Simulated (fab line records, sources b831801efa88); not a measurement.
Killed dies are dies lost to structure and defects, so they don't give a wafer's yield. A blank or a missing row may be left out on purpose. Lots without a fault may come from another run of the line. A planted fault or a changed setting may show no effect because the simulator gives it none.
fab line records | flow sky130
record lots=6 wafers=18 last_day=50
route steps=708 shown METAL3@571 VIA3@573
lots that met no fault: from a run of the same line without faults
start_h: hours from the record's first day to the start of the lot's first wafer shown | wait_h: hours since the lot's step before | " the same as in the row above | L1.1+2: a row that stands for several wafers | - no value, or no start given | * or withheld: withheld | < > ~ a bound
route shown NAME@n: a module of which the file shows steps, and the number in the route of the first | usual: mean/standard deviation of fault-free wafers | same: alike in all rows | chamber/n: place in a boat | sites: the reading at each site | _std_site: their standard deviation | _edge_site: outer sites' mean less inner sites' | radius_mm: how far each site lies from the wafer's centre | mask NAME#n: copy n | behind: the tool/chamber that last shaped the wafer | hold: why the lot was held/for how many hours/how that ended | device: the transistor (n, p or np) that didn't switch | end of line: the same wafers' tests at the end of the route | a step without rows: its recipe alone | killed: dies lost to structure and defects at the first sort, not the wafer's yield | map: a wafer's dies, x killed, . not, _ none there
set.NAME: the setting as run; set.NAME@STEP: as run at that earlier step | model.NAME: the simulator's own value behind a step, which no gauge read
lots at some steps of the route; a table a step, a row a wafer
services: from which hour (start_h, from the record's first day; less than 0 if before it) a tool's chamber was out of use, for how many hours, and why
## steps
# step SKY_METAL3_CLEAN_21
# recipe chemistry=IPA time_s=180 temp_c=25
# step SKY_METAL3_CLEAN_22
# recipe chemistry=O3/DIW dry=n2_spin
# step SKY_VIA3_HDPCVD_00
# recipe material=SiO2 target_thk_nm=1635 sigma_open_frac=0.3 time_s=272.5 temp_c=400 sih4_flow_sccm=60 pressure_mtorr=6
# step SKY_VIA3_THK_MEAS_01
# recipe reads=SiO2_of_VIA3_HDPCVD_00
# usual VIA3_HDPCVD_THK=1637/14
# columns lot.wafer tool chamber start_h wait_h VIA3_HDPCVD_THK[nm]
L203.1 film_metro-02 - 908.18 0.1 1621
L203.5 " - " " 1644
L203.6 " - " " 1638
L204.3 film_metro-02 - 923.57 0.1 1625
L204.4 " - " " 1637
L204.5 " - " " 1641
L217.1 film_metro-02 - 1013.35 0.1 1640
L217.5 " - " " 1653
L217.6 " - " " 1658
L223.1 film_metro-01 - 1054.61 0.1 1637
L223.3 " - " " 1673
L223.4 " - " " 1640
L224.1 film_metro-02 - 1060.70 0.1 1631
L224.4 " - " " 1654
L224.5 " - " " 1642
L225.1 film_metro-04 - 1063.69 0.1 1644
L225.3 " - " " 1651
L225.6 " - " " 1660
# step SKY_VIA3_CMP_02
# recipe material=SiO2 down_force_psi=4 platen_rpm=60 pad_velocity_m_s=0.94248
# usual motor_current_A=11.1/1.4
# columns lot.wafer tool chamber start_h wait_h motor_current_A
L203.1 cmp-02 0 908.39 0.2 12.6
L203.5 " 1 " " 12.5
L203.6 " 2 " " 8.1
L204.3 cmp-02 2 923.66 0.1 8.7
L204.4 " 3 " " 10.6
L204.5 " 2 " " 8.6
L217.1 cmp-02 1 1013.51 0.1 11.4
L217.6 " 3 " " 11.3
L217.5 " 0 " " 13.4
L223.4 cmp-02 3 1054.67 0.0 11.0
L223.3 " 1 " " 11.2
L223.1 " 2 " " 8.6
L224.1 cmp-02 1 1060.81 0.1 13.0
L224.4 " 2 " " 8.3
L224.5 " 1 " " 12.2
L225.1 cmp-01 2 1063.80 0.1 10.1
L225.3 " 3 " " 12.2
L225.6 " 2 " " 9.7
# step SKY_VIA3_BOW_MEAS_03
# recipe mode=bow
# usual VIA3_BOW=78/8.4
# columns lot.wafer tool chamber start_h wait_h VIA3_BOW[um]
L203.1 film_metro-04 - 908.54 0.1 87
L203.5 " - " " 67
L203.6 " - " " 84
L204.3 film_metro-04 - 923.95 0.2 67
L204.4 " - " " 89
L204.5 " - " " 75
L217.1 film_metro-04 - 1013.71 0.1 79
L217.5 " - " " 60
L217.6 " - " " 79
L223.1 film_metro-04 - 1054.99 0.1 92
L223.3 " - " " 75
L223.4 " - " " 88
L224.1 film_metro-01 - 1061.06 0.2 69
L224.4 " - " " 88
L224.5 " - " " 73
L225.1 film_metro-02 - 1064.05 0.2 93
L225.3 " - " " 74
L225.6 " - " " 80
# step SKY_VIA3_DEHYDRATE_04
# recipe temp_c=200 time_s=60
# step SKY_VIA3_HMDS_05
# recipe prime_time_s=60 prime_temp_c=120
# step SKY_VIA3_COAT_06
# recipe resist=BARC temp_c=withheld time_s=withheld spin_rpm=3000 resist_thk_nm=60
# step SKY_VIA3_COAT_07
# recipe resist=KrF-thick spin_rpm=3000 resist_thk_nm=450
# step SKY_VIA3_SOFTBAKE_08
# recipe temp_c=100 time_s=90 resist=KrF-thick
# step SKY_VIA3_EXPOSE_09
# recipe mask_id=VIM3 na=0.8 source_shape=annular sigma_inner=0.55 sigma_outer=0.85 target_cd_nm=200 dose_mj=38
# step SKY_VIA3_PEB_10
# recipe peb_temp_c=withheld peb_time_s=withheld resist=KrF-thick
# usual chill_plate_temp_C=* exhaust_pa=45.0/0.87
# columns lot.wafer tool chamber start_h wait_h chill_plate_temp_C exhaust_pa
L203.1 litho_track-01 0 932 - * 44.9
L203.5 " 0 " " * 45.8
L203.6 " 0 " " * 45.7
L204.3 litho_track-01 0 948 - * 44.6
L204.4 " 0 " " * 44.3
L204.5 " 0 " " * 44.5
L217.1 litho_track-04 0 1035 - * 44.7
L217.5 " 0 " " * 44.5
L217.6 " 0 1036 - * 44.4
L223.1 litho_track-04 - 1076 - - -
L223.3 " - " " - -
L223.4 " - " " - -
L224.1 litho_track-01 - 1081 - - -
L224.4 " - " " - -
L224.5 " - " " - -
L225.1 litho_track-01 0 1084 - * 46.2
L225.3 " 0 " " * 45.9
L225.6 " 0 " " * 45.2
# step SKY_VIA3_DEVELOP_11
# recipe develop_time_s=60 resist=KrF-thick dev_temp_c=21
## services
# columns tool chamber start_h hours kind
cmp-02 - 893.70 0.6 repair
cmp-01 - 912.00 4.0 pm
cmp-01 - 916.00 - consumable_replace:conditioner
cmp-01 - 916.00 - consumable_replace:pad
cmp-02 - 964.60 0.3 repair
cmp-01 - 1026.79 11.4 pm
cmp-02 - 1055.84 0.7 repair
cmp-02 - 1063.06 2.0 repair
cmp-02 - 1070.30 10.6 repair
cmp-02 - 1079.00 12.3 repair
cmp-02 - 1081.55 2.7 repair
## key
first_sign step=SKY_VIA3_PEB_10 reading=tool_record direction=missing
effect none on later readings
met_at SKY_VIA3_PEB_10
struck_wafers L223.1,L223.3,L223.4,L224.1,L224.4,L224.5
later_rows_left_out L223.1,L223.3,L223.4,L224.1,L224.4,L224.5
sort_left_out L223.1,L223.3,L223.4,L224.1,L224.4,L224.5
onset_between 1035 1076
fault kind=skipped_step_whole tool=litho_track-01,litho_track-04 chamber=- onset_h=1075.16 steps=SKY_VIA3_PEB_10 scope=struck_lots_only
# sort_left_out: the simulated sort isn't trusted on such a fault, so these wafers' sort isn't shown, and their yield isn't known
# later_rows_left_out: the simulator's readings of these wafers behind a module that went badly wrong aren't trusted and aren't shown, but for the sort
